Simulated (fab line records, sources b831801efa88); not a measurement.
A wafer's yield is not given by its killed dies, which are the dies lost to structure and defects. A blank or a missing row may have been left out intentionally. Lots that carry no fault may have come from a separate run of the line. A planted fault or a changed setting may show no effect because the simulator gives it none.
Struck lot and sound lot, side by side | flow sky130 | 32 steps out of a route of 708
Sound: wafers L299.2, L299.4, L299.5. The struck wafers were L310.1, L310.4, L310.6. The cause is given at the end.
Per side, at each step with rows, come the tool, then ch with its chambers, and then its first start. Under that, the readings that differ: sound wafers | struck wafers | difference of the means | sigmas: that difference in standard deviations of wafers without a fault.
alike: readings whose means differ by less than 2 such deviations, and words and numbers that are the same on both sides. not compared: withheld readings, readings that some wafer has no value for, bounds like >300 that may hide the same value, and numbers for which the record gives no deviation and whose values overlap.
A row with sigmas, a row that says differs or no value, or rows on one side alone: a step with any of these is where the two part. Numbers that don't overlap but have no deviation are shown without sigmas and don't part them. A reading missing from all wafers of one side parts the sides only when that side holds two or more wafers.

SKY_PWDE_OVL_MEAS_07:
  sound on overlay-02 at day 5 17:04; struck on overlay-02 at day 8 07:27
  alike: PWDE_OVL
then, 1 step without rows for these wafers: SKY_PWDE_IMPLANT_08.
SKY_PWDE_STRIP_09: strips in O2/N2.
  sound on plasma_asher-01 ch 0,1, day 5 17:16; struck on plasma_asher-03 ch 0,1, day 8 07:38
  alike: drypump_motor_current_A, oes_product_au, strip_time_to_endpoint_s
  not compared: rf_hours_counter_h
SKY_PWDE_TW_MEAS_10:
  sound on film_metro-01 at day 5 17:23; struck on film_metro-04 at day 8 07:44
  alike: PWDE_TW
then, 7 steps without rows for these wafers: SKY_NWELL_DEHYDRATE_03 (time 60 s); SKY_NWELL_HMDS_04 (prime time 60 s); SKY_NWELL_COAT_05 (resist thk 3000 nm); SKY_NWELL_SOFTBAKE_06; SKY_NWELL_EXPOSE_07 (exposes mask NWM, target cd 840 nm); SKY_NWELL_PEB_08; SKY_NWELL_DEVELOP_09 (develop time 60 s).
SKY_NWELL_OVL_MEAS_10:
  sound on overlay-01 at day 6 10:55; struck on overlay-01 at day 9 05:01
  alike: NWELL_00_OVL
SKY_NWELL_IMPLANT_11:
  sound on implanter-03 ch 0, day 6 10:58; struck on implanter-03 ch 0, day 9 05:02
  reading                   | sound                | struck               | difference | sigmas
  beam_energy_keV           | 400.01 400.19 400.08 | 363.80 363.86 363.69 | -36.31     | -99 or more
  model.implant.rp_nm (nm)  | 507.4 507.4 507.4    | 446 446 446          | -61        |
  model.implant.drp_nm (nm) | 116.9 116.9 116.9    | 110.9 110.9 110.9    | -6.0       |
then, 2 steps without rows for these wafers: SKY_NWELL_IMPLANT_12; SKY_NWELL_IMPLANT_13.
SKY_NWELL_STRIP_14: strips in O2/N2.
  sound on plasma_asher-02 ch 0,1, day 6 11:23; struck on plasma_asher-02 ch 0,1, day 9 05:29
  alike: drypump_motor_current_A, oes_product_au, strip_time_to_endpoint_s
  not compared: rf_hours_counter_h
SKY_NWELL_TW_MEAS_15:
  sound on film_metro-01 at day 6 11:30; struck on film_metro-04 at day 9 05:35
  reading  | sound          | struck         | difference | sigmas
  NWELL_TW | 1829 1817 1833 | 1766 1771 1771 | -57        | -3
then, 7 steps without rows for these wafers: SKY_NWELL_DEHYDRATE_16 (time 60 s); SKY_NWELL_HMDS_17 (prime time 60 s); SKY_NWELL_COAT_18 (resist thk 3000 nm); SKY_NWELL_SOFTBAKE_19; SKY_NWELL_EXPOSE_20 (exposes mask NWM COMPLEMENT, target cd 840 nm); SKY_NWELL_PEB_21; SKY_NWELL_DEVELOP_22 (develop time 60 s).
SKY_NWELL_OVL_MEAS_23:
  sound on overlay-02 at day 7 06:23; struck on overlay-02 at day 10 03:30
  alike: NWELL_01_OVL
then, 1 step without rows for these wafers: SKY_NWELL_IMPLANT_24.
SKY_NWELL_STRIP_25: strips in O2/N2.
  sound on plasma_asher-04 ch 0,1, day 7 06:34; struck on plasma_asher-01 ch 0,1, day 10 03:41
  alike: drypump_motor_current_A, oes_product_au, strip_time_to_endpoint_s
  not compared: rf_hours_counter_h
SKY_NWELL_TW_MEAS_26:
  sound on film_metro-01 at day 7 06:41; struck on film_metro-01 at day 10 03:47
  alike: NWELL_2_TW
then, 1 step without rows for these wafers: SKY_NWELL_CLEAN_27 (cleans in SC1/SC2, time 150 s).
SKY_NWELL_RTA_28: time 30 s.
  sound on rtp_anneal-02 ch 0, day 7 06:48; struck on rtp_anneal-02 ch 0, day 10 03:57
  alike: lamp_power_pct, wafer_temp_C_max
SKY_NWELL_RS_MEAS_29: measures by four-point-probe.
  sound on film_metro-04 at day 7 06:54; struck on film_metro-04 at day 10 04:03
  reading           | sound             | struck            | difference | sigmas
  NWELL_RS (ohm/sq) | 624.7 625.6 625.8 | 637.7 637.1 637.0 | +11.9      | +6
-- the record jumps here: 40 days lie between the struck wafers' starts before and after (it left off in module NWELL and takes up again in module PAD_OPEN, whose first step shown is number 708 of the route) --
SKY_PAD_OPEN_PROBE_99:
  sound on prober-01 at day 47 22:26; struck on prober-02 at day 50 07:11
  reading                                | sound                         | struck                        | difference | sigmas
  model.etest.pfet_16v.r_on_ohm_um       | 1.505e+04 1.502e+04 1.508e+04 | 1.564e+04 1.564e+04 1.557e+04 | +5.667e+02 |
  model.etest.res_nwell.line_ohm_um      | 1086 1116 1111                | 1418 1416 1410                | +310       |
  model.etest.res_nwell.rs_ohm_sq        | 910.3 904.6 919               | 1176 1174 1188                | +268       |
  model.etest.tip_p_5v.rs_ohm_sq         | 2866 2855 2860                | 2967 2947 2961                | +98        |
  model.etest.res_nwell.width_nm (nm)    | 824.5 825.9 826.6             | 830.4 834.4 830.1             | +6.0       |
  model.etest.pfet_g5v0d10v5.drive_ua_um | 343 344.6 343.6               | 329.7 329.8 327.1             | -14.9      |
  alike: killed_at_M0_to_M3, killed_at_M4_up, killed_at_contacts, killed_at_front_end, killed_at_other, killed_dies, killed_open, killed_short
  not compared: model.etest.pfet_g5v0d10v5.r_on_ohm_um, model.etest.res_iso_pwell.width_nm

WHERE THEY PART
Last at SKY_NWELL_RS_MEAS_29 as far as this record goes, first at SKY_NWELL_IMPLANT_11. Later steps at which nothing parts them and some readings are alike: SKY_PAD_OPEN_PROBE_99.

WHY: the cause the simulator had injected
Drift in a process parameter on implanter-03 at SKY_NWELL_IMPLANT_11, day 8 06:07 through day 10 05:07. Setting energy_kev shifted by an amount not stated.
